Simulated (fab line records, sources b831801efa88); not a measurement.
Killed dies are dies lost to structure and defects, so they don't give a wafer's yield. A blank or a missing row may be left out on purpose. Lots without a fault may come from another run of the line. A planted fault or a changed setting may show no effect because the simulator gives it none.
fab line records | flow sky130
record lots=11 wafers=33 last_day=52
route steps=708 shown VIA3@587 METAL4@598 PAD_OPEN@708
lots that met no fault: from a run of the same line without faults
start_h: hours from the record's first day to the start of the lot's first wafer shown | wait_h: hours since the lot's step before | " the same as in the row above | L1.1+2: a row that stands for several wafers | - no value, or no start given | * or withheld: withheld | < > ~ a bound
route shown NAME@n: a module of which the file shows steps, and the number in the route of the first | usual: mean/standard deviation of fault-free wafers | same: alike in all rows | chamber/n: place in a boat | sites: the reading at each site | _std_site: their standard deviation | _edge_site: outer sites' mean less inner sites' | radius_mm: how far each site lies from the wafer's centre | mask NAME#n: copy n | behind: the tool/chamber that last shaped the wafer | hold: why the lot was held/for how many hours/how that ended | device: the transistor (n, p or np) that didn't switch | end of line: the same wafers' tests at the end of the route | a step without rows: its recipe alone | killed: dies lost to structure and defects at the first sort, not the wafer's yield | map: a wafer's dies, x killed, . not, _ none there
set.NAME: the setting as run; set.NAME@STEP: as run at that earlier step | model.NAME: the simulator's own value behind a step, which no gauge read
steps of the route over a sample of lots; a table a step, a row a wafer
services: from which hour (start_h, from the record's first day; less than 0 if before it) a tool's chamber was out of use, for how many hours, and why
## steps
# step SKY_VIA3_ETCH_14
# recipe chemistry=N2/H2 target=BARC ion_energy_ev=200 source_w=500 bias_w=100 pressure_mtorr=30 n2_flow_sccm=100 h2_flow_sccm=200 stop_on=SiO2 time_s=45.9 target_depth_a=600
# usual drypump_motor_current_A=5.8/0.77 h2_flow_sccm=200.0/0.56 oes_product_au=0.855/0.005 throttle_valve_pct=13.224/0.0084
# columns lot.wafer tool chamber start_h wait_h drypump_motor_current_A h2_flow_sccm oes_product_au rf_hours_counter_h throttle_valve_pct
L398.1 rie_diel-02 1 883.37 0.0 5.2 199.7 0.853 9 13.219
L398.3 " 0 " " 6.7 199.4 0.860 10 13.211
L398.6 " 1 " " 5.2 200.0 0.853 - 13.224
L401.2 rie_diel-02 2 897.29 0.0 6.5 200.2 0.855 13 13.228
L401.4 " 3 " " 6.8 200.4 0.849 10 13.224
L401.5 " 2 " " 6.5 200.4 0.860 - 13.222
L404.2 rie_diel-02 2 922.36 0.0 6.5 200.7 0.860 14 13.226
L404.4 " 0 " " 6.6 200.2 0.854 12 13.220
L404.6 " 1 " " 5.2 200.5 0.852 - 13.218
L407.1 rie_diel-01 2 931.46 0.0 6.5 199.7 0.855 5 13.218
L407.3 " 3 " " 4.6 199.9 0.854 17 13.228
L407.6 " 2 " " 6.5 198.7 0.859 - 13.224
L408.1 rie_diel-02 1 939.47 0.0 5.2 199.7 0.854 11 13.229
L408.2 " 2 " " 6.5 199.5 0.848 15 13.209
L408.4 " 0 " " 6.7 200.2 0.857 12 13.233
L417.2 rie_diel-02 2 1130.96 0.0 6.5 200.0 0.849 23 13.225
L417.3 " 3 " " 6.8 200.8 0.861 19 13.233
L417.4 " 0 " " 6.7 199.9 0.852 20 13.230
L415.2 rie_diel-02 2 1133.67 0.0 6.5 201.2 0.853 23 13.219
L415.4 " 0 " " 6.7 200.6 0.857 20 13.228
L415.6 " 0 " " 6.7 199.7 0.852 - 13.224
L416.2 rie_diel-01 2 1134.02 0.0 6.5 199.6 0.859 12 13.230
L416.4 " 1 " " 6.1 198.9 0.854 28 13.225
L416.6 " 2 " " 6.5 200.2 0.850 - 13.234
L418.2 rie_diel-03 1 1135.66 0.0 5.5 200.3 0.856 18 13.213
L418.3 " 0 " " 4.8 200.1 0.862 8 13.219
L418.4 " 0 " " 4.8 200.4 0.855 - 13.223
L419.2 rie_diel-01 0 1136.19 0.0 5.3 200.3 0.859 8 13.221
L419.4 " 1 " " 6.2 198.9 0.863 28 13.219
L419.6 " 2 " " 6.5 199.9 0.863 - 13.224
L420.2 rie_diel-02 1 1137.11 0.0 5.2 200.7 0.857 18 13.232
L420.3 " 0 " " 6.7 200.3 0.857 20 13.236
L420.5 " 3 " " 6.7 199.8 0.852 - 13.227
# step SKY_VIA3_CVD_21
# recipe material=W target_thk_nm=390 time_s=117.31 temp_c=400 pressure_torr=40
# usual heater_power_w=827/57
# columns lot.wafer tool chamber start_h wait_h heater_power_w
L398.1 cvd_w-01 0 884.12 0.0 787
L398.3 " 0 " " 793
L398.6 " 0 " " 812
L401.2 cvd_w-02 0 898.05 0.0 824
L401.4 " 0 " " 803
L401.5 " 1 " " 875
L404.2 cvd_w-01 1 923.12 0.0 878
L404.4 " 0 " " 717
L404.6 " 0 " " 730
L407.1 cvd_w-02 1 932.26 0.0 861
L407.3 " 0 " " 800
L407.6 " 1 " " 871
L408.1 cvd_w-02 0 940.72 0.0 787
L408.2 " 1 " " 874
L408.4 " 1 " " 878
L417.2 cvd_w-02 1 1131.75 0.0 884
L417.3 " 0 " " 792
L417.4 " 1 " " 904
L415.2 cvd_w-01 0 1134.43 0.0 727
L415.4 " 1 " " 897
L415.6 " 0 " " 733
L416.2 cvd_w-01 0 1134.86 0.0 762
L416.4 " 0 " " 719
L416.6 " 0 " " 718
L418.2 cvd_w-02 0 1136.46 0.0 802
L418.3 " 0 " " 819
L418.4 " 1 " " 907
L419.2 cvd_w-01 0 1136.99 0.0 752
L419.4 " 0 " " 724
L419.6 " 1 " " 868
L420.2 cvd_w-02 0 1137.91 0.0 813
L420.3 " 1 " " 884
L420.5 " 0 " " 809
# step SKY_METAL4_SPUTTER_00
# recipe material=Ti target_thk_nm=15 power_w=3000 time_s=10 chamber_pressure_pa=0.4
# usual cathode_dc_power_W=3000.0/0.56 chamber_pressure_pa=0.4001/0.00067 throttle_valve_pct=29.7/1
# columns lot.wafer tool chamber start_h wait_h cathode_dc_power_W chamber_pressure_pa throttle_valve_pct
L398.1 pvd_sputter-02 - 884.76 0.2 3000.3 0.4000 29.7
L398.3 " - " " 3000.6 0.4008 29.8
L398.6 " - " " 2999.7 0.4001 29.8
L401.2 pvd_sputter-01 - 898.65 0.2 2999.6 0.4009 28.1
L401.4 " - " " 2999.6 0.4003 31.4
L401.5 " - " " 3000.3 0.4000 29.3
L404.2 pvd_sputter-02 - 923.72 0.2 2999.2 0.4001 29.8
L404.4 " - " " 2999.7 0.3999 29.8
L404.6 " - " " 3000.8 0.4004 29.7
L407.1 pvd_sputter-01 - 932.86 0.2 3001.1 0.4010 29.2
L407.3 " - " " 2999.5 0.3994 31.2
L407.6 " - " " 3000.6 0.3995 29.2
L408.1 pvd_sputter-02 - 941.32 0.2 3000.5 0.3996 28.9
L408.2 " - " " 2999.7 0.4006 29.6
L408.4 " - " " 3000.2 0.4011 29.8
L417.2 pvd_sputter-03 - 1132.36 0.2 - - -
L417.3 " - " " - - -
L417.4 " - " " - - -
L415.2 pvd_sputter-01 - 1135.34 0.1 - - -
L415.4 " - " " - - -
L415.6 " - " " - - -
L416.2 pvd_sputter-01 - 1135.94 0.1 - - -
L416.4 " - " " - - -
L416.6 " - " " - - -
L418.2 pvd_sputter-03 - 1137.17 0.1 3000.0 0.4000 29.3
L418.3 " - " " 2999.9 0.3999 29.9
L418.4 " - " " 2999.6 0.3999 28.8
L419.2 pvd_sputter-01 - 1137.59 0.1 2999.3 0.3985 31.3
L419.4 " - " " 3000.4 0.4004 31.0
L419.6 " - " " 2999.0 0.3992 28.2
L420.2 pvd_sputter-01 - 1138.51 0.1 3000.8 0.3995 30.9
L420.3 " - " " 3000.5 0.3999 31.4
L420.5 " - " " 2999.4 0.4001 30.9
# step SKY_METAL4_SPUTTER_02
# recipe material=AlCu target_thk_nm=735 power_w=10600 time_s=39.1 chamber_pressure_pa=0.4
# usual cathode_dc_power_W=10600/2.2 chamber_pressure_pa=0.4000/0.00076 throttle_valve_pct=29.7/1
# columns lot.wafer tool chamber start_h wait_h cathode_dc_power_W chamber_pressure_pa throttle_valve_pct
L398.1 pvd_sputter-02 - 884.81 0.0 10596 0.3995 30.1
L398.3 " - " " 10602 0.4016 30.0
L398.6 " - " " 10601 0.3985 30.0
L401.2 pvd_sputter-01 - 898.70 0.0 10599 0.4004 28.3
L401.4 " - " " 10604 0.3996 31.4
L401.5 " - " " 10601 0.4002 29.3
L404.2 pvd_sputter-02 - 923.77 0.0 10597 0.4007 29.8
L404.4 " - " " 10601 0.3999 29.9
L404.6 " - " " 10599 0.4013 29.7
L407.1 pvd_sputter-01 - 932.91 0.0 10598 0.4001 29.2
L407.3 " - " " 10597 0.4005 31.5
L407.6 " - " " 10597 0.4007 29.1
L408.1 pvd_sputter-02 - 941.37 0.0 10601 0.3982 29.0
L408.2 " - " " 10603 0.3989 29.8
L408.4 " - " " 10602 0.3993 30.0
L417.2 pvd_sputter-03 - 1132.41 0.0 10599 0.3985 29.4
L417.3 " - " " 10600 0.4010 28.8
L417.4 " - " " 10600 0.4002 30.2
L415.2 pvd_sputter-01 - 1135.39 0.0 10603 0.3994 30.9
L415.4 " - " " 10599 0.3994 31.4
L415.6 " - " " 10603 0.3994 31.6
L416.2 pvd_sputter-01 - 1135.99 0.0 10602 0.4014 28.3
L416.4 " - " " 10604 0.3994 29.3
L416.6 " - " " 10601 0.4000 31.4
L418.2 pvd_sputter-03 - 1137.22 0.0 10601 0.3991 29.1
L418.3 " - " " 10600 0.4001 30.0
L418.4 " - " " 10604 0.3994 28.8
L419.2 pvd_sputter-01 - 1137.64 0.0 10601 0.4006 31.5
L419.4 " - " " 10601 0.3993 30.7
L419.6 " - " " 10599 0.4005 28.4
L420.2 pvd_sputter-01 - 1138.61 0.0 10601 0.4008 30.9
L420.3 " - " " 10594 0.3990 31.4
L420.5 " - " " 10597 0.4000 30.9
# step SKY_PAD_OPEN_PROBE_99
# usual defect_limited_yield=82.5/1.9 killed_at_M0_to_M3=43/7 killed_at_M4_up=2.7/1.6 killed_at_contacts=24/5.3 killed_at_front_end=16/4.6 killed_at_other=0.3/0.53 killed_dies=86/9.3 killed_open=47/6.9 killed_short=38/6.1 sort_bin_3_pad_short=0.9/0.4 sort_bin_5_function=10.3/1.4 sort_bin_6_memory=6.3/1.1 sort_n_pass=406/9.3 sort_yield_pct=82.5/1.9
# same gross_dies=492 killed_at_back_side=0 sort_bin_4_leakage[%]=0 sort_bin_8_speed[%]=0
# columns lot.wafer tool chamber start_h wait_h defect_limited_yield[%] killed_at_M0_to_M3 killed_at_M4_up killed_at_contacts killed_at_front_end killed_at_other killed_dies killed_open killed_short sort_bin_3_pad_short[%] sort_bin_5_function[%] sort_bin_6_memory[%] sort_n_pass sort_yield_pct[%]
L401.2 prober-01 - 1051.13 0.1 82.3 47 5 22 12 1 87 50 36 1.8 8.9 6.9 405 82.3
L401.4 prober-01 - 1051.23 0.2 81.5 51 2 26 11 1 91 46 45 1.4 10.6 6.5 401 81.5
L401.5 prober-01 - 1051.28 0.2 81.9 46 2 19 22 0 89 46 43 1.2 10.4 6.5 403 81.9
L404.2 prober-02 - 1069.56 0.1 88.2 29 1 14 14 0 58 33 25 0.6 6.3 4.9 434 88.2
L404.4 prober-02 - 1069.66 0.2 87.6 31 3 15 12 0 61 37 24 0 6.9 5.5 431 87.6
L404.6 prober-02 - 1069.76 0.2 85.8 37 3 19 11 0 70 35 35 0.6 7.9 5.7 422 85.8
L407.1 prober-02 - 1078.81 0.1 80.7 49 2 32 11 1 95 53 42 0.8 11.4 7.1 397 80.7
L407.3 prober-02 - 1078.91 0.2 83.5 42 1 25 13 0 81 52 29 0.8 8.5 7.1 411 83.5
L407.6 prober-02 - 1079.06 0.2 82.5 44 4 22 15 1 86 42 44 0.6 10.2 6.7 406 82.5
L415.2 prober-02 - 1240.67 0.1 82.7 43 3 24 15 0 85 58 27 0.6 9.3 7.3 407 82.7
L415.4 prober-02 - 1240.77 0.2 81.9 46 2 25 16 0 89 52 37 0.2 11.2 6.7 403 81.9
L415.6 prober-02 - 1240.87 0.2 81.9 41 3 24 20 1 89 50 39 0.6 10.4 7.1 403 81.9
L416.2 prober-02 - 1241.31 0.1 84.8 41 2 19 13 0 75 45 30 0.6 8.3 6.3 417 84.8
L416.4 prober-02 - 1241.41 0.2 82.9 39 1 30 13 1 84 47 34 0.4 10.4 6.3 408 82.9
L416.6 prober-02 - 1241.51 0.2 82.3 48 1 19 17 2 87 47 38 0.2 11.2 6.3 405 82.3
# killed by level:class
L401.2 VIA1:geometric_particle:open=13 VIA3:geometric_particle:short=7 LI_CONTACT:geometric_particle:open=6 CONTACT:geometric_particle:open=6 VIA2:geometric_particle:open=5 METAL2:geometric_particle:short=5 VIA3:geometric_particle:open=5 POLY_GATE:geometric_particle:open=4
L401.4 VIA1:geometric_particle:open=13 CONTACT:geometric_particle:open=10 METAL2:geometric_particle:short=8 LOCAL_INTERCONNECT:geometric_particle:short=6 VIA1:geometric_particle:short=5 VIA3:geometric_particle:open=5 VIA3:geometric_particle:short=4 LI_CONTACT:geometric_particle:open=4
L401.5 VIA1:geometric_particle:open=12 METAL2:geometric_particle:short=7 POLY_GATE:geometric_particle:open=6 LI_CONTACT:geometric_particle:open=6 FIELD_ISO:geometric_particle:short=5 POLY_GATE:geometric_particle:short=5 CONTACT:geometric_particle:open=5 VIA2:geometric_particle:open=5
L404.2 VIA1:geometric_particle:open=10 FIELD_ISO:geometric_particle:short=7 VIA2:geometric_particle:open=6 CONTACT:geometric_particle:open=5 POLY_GATE:geometric_particle:short=4 VIA1:geometric_particle:short=4 VIA3:geometric_particle:open=4 CONTACT:geometric_particle:short=3
L404.4 CONTACT:geometric_particle:open=7 VIA1:geometric_particle:open=7 VIA3:geometric_particle:open=7 LI_CONTACT:geometric_particle:open=5 METAL2:geometric_particle:short=5 VIA2:geometric_particle:open=4 FIELD_ISO:geometric_particle:open=3 VIA2:geometric_particle:short=3
L404.6 VIA1:geometric_particle:open=10 METAL2:geometric_particle:short=6 VIA2:geometric_particle:open=6 LI_CONTACT:geometric_particle:short=5 CONTACT:geometric_particle:open=5 POLY_GATE:geometric_particle:short=4 LI_CONTACT:geometric_particle:open=4 FIELD_ISO:geometric_particle:short=3
L407.1 LI_CONTACT:geometric_particle:open=12 CONTACT:geometric_particle:open=11 VIA1:geometric_particle:open=10 METAL1:geometric_particle:short=8 VIA3:geometric_particle:open=8 METAL2:geometric_particle:short=7 VIA2:geometric_particle:short=6 LOCAL_INTERCONNECT:geometric_particle:short=4
L407.3 CONTACT:geometric_particle:open=13 VIA1:geometric_particle:open=13 LI_CONTACT:geometric_particle:open=6 VIA3:geometric_particle:open=5 FIELD_ISO:geometric_particle:short=4 METAL1:geometric_particle:open=4 METAL2:geometric_particle:short=4 LI_CONTACT:geometric_particle:short=3
L407.6 METAL2:geometric_particle:short=7 VIA2:geometric_particle:open=7 CONTACT:geometric_particle:short=6 LI_CONTACT:geometric_particle:open=6 LOCAL_INTERCONNECT:geometric_particle:short=6 METAL1:geometric_particle:short=6 VIA1:geometric_particle:open=6 VIA3:geometric_particle:open=5
L415.2 VIA1:geometric_particle:open=22 LI_CONTACT:geometric_particle:open=10 CONTACT:geometric_particle:open=9 FIELD_ISO:geometric_particle:short=6 FIELD_ISO:geometric_particle:open=5 VIA3:geometric_particle:open=5 METAL2:geometric_particle:short=4 LOCAL_INTERCONNECT:geometric_particle:short=3
L415.4 VIA1:geometric_particle:open=14 LI_CONTACT:geometric_particle:open=8 VIA3:geometric_particle:open=8 CONTACT:geometric_particle:open=7 METAL2:geometric_particle:short=6 LI_CONTACT:geometric_particle:short=5 FIELD_ISO:geometric_particle:open=4 POLY_GATE:geometric_particle:short=4
L415.6 VIA1:geometric_particle:open=9 FIELD_ISO:geometric_particle:open=7 LI_CONTACT:geometric_particle:open=7 METAL1:geometric_particle:short=7 VIA2:geometric_particle:open=5 LOCAL_INTERCONNECT:geometric_particle:short=5 CONTACT:geometric_particle:open=5 POLY_GATE:geometric_particle:short=4
L416.2 VIA1:geometric_particle:open=10 VIA3:geometric_particle:open=7 LI_CONTACT:geometric_particle:open=6 CONTACT:geometric_particle:open=6 METAL1:geometric_particle:short=6 FIELD_ISO:geometric_particle:open=5 VIA2:geometric_particle:open=5 FIELD_ISO:geometric_particle:short=3
L416.4 LI_CONTACT:geometric_particle:open=16 VIA3:geometric_particle:open=13 VIA1:geometric_particle:open=6 CONTACT:geometric_particle:open=4 LI_CONTACT:geometric_particle:short=4 LOCAL_INTERCONNECT:geometric_particle:short=4 POLY_CUT:geometric_particle:short=3 VIA2:geometric_particle:short=3
L416.6 VIA3:geometric_particle:open=17 VIA1:geometric_particle:open=8 CONTACT:geometric_particle:open=7 VIA1:geometric_particle:short=6 METAL1:geometric_particle:short=5 FIELD_ISO:geometric_particle:short=4 FIELD_ISO:geometric_particle:open=4 LI_CONTACT:geometric_particle:open=4
## services
# columns tool chamber start_h hours kind
cvd_w-01 - 879.87 0.5 repair
rie_diel-03 3 881.48 1.4 repair
cvd_w-01 - 904.00 14.0 pm
rie_diel-02 - 928.32 0.6 repair
cvd_w-02 - 930.68 0.8 repair
rie_diel-01 - 949.29 1.0 repair
pvd_sputter-01 - 964.51 0.8 repair
rie_diel-03 - 985.03 2.8 pm
cvd_w-01 - 985.43 0.9 repair
rie_diel-02 1 985.74 22.1 repair
rie_diel-01 0 989.74 20.7 repair
rie_diel-01 - 989.89 1.6 repair
rie_diel-01 - 991.54 0.7 repair
rie_diel-01 2 995.97 1.2 repair
rie_diel-01 2 1010.36 4.6 repair
rie_diel-01 1 1036.40 5.5 repair
cvd_w-01 - 1038.78 0.9 repair
rie_diel-03 1 1059.52 2.2 repair
cvd_w-02 0 1085.97 3.6 repair
cvd_w-02 - 1089.41 6.0 pm
rie_diel-03 - 1112.24 0.3 repair
rie_diel-02 - 1123.49 2.8 repair
rie_diel-01 0 1125.41 3.9 repair
pvd_sputter-02 - 1130.53 8.0 repair
## key
first_sign step=SKY_METAL4_SPUTTER_00 reading=tool_record direction=missing
effect none on later readings
met_at SKY_METAL4_SPUTTER_00
struck_lots L415,L416,L417
not_acting_at SKY_VIA3_ETCH_14,SKY_VIA3_CVD_21,SKY_METAL4_SPUTTER_02
onset_between 932.86 1132.36
fault kind=skipped_step_whole tool=pvd_sputter-01,pvd_sputter-03 chamber=- onset_h=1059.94 steps=SKY_METAL4_SPUTTER_00 scope=struck_lots_only
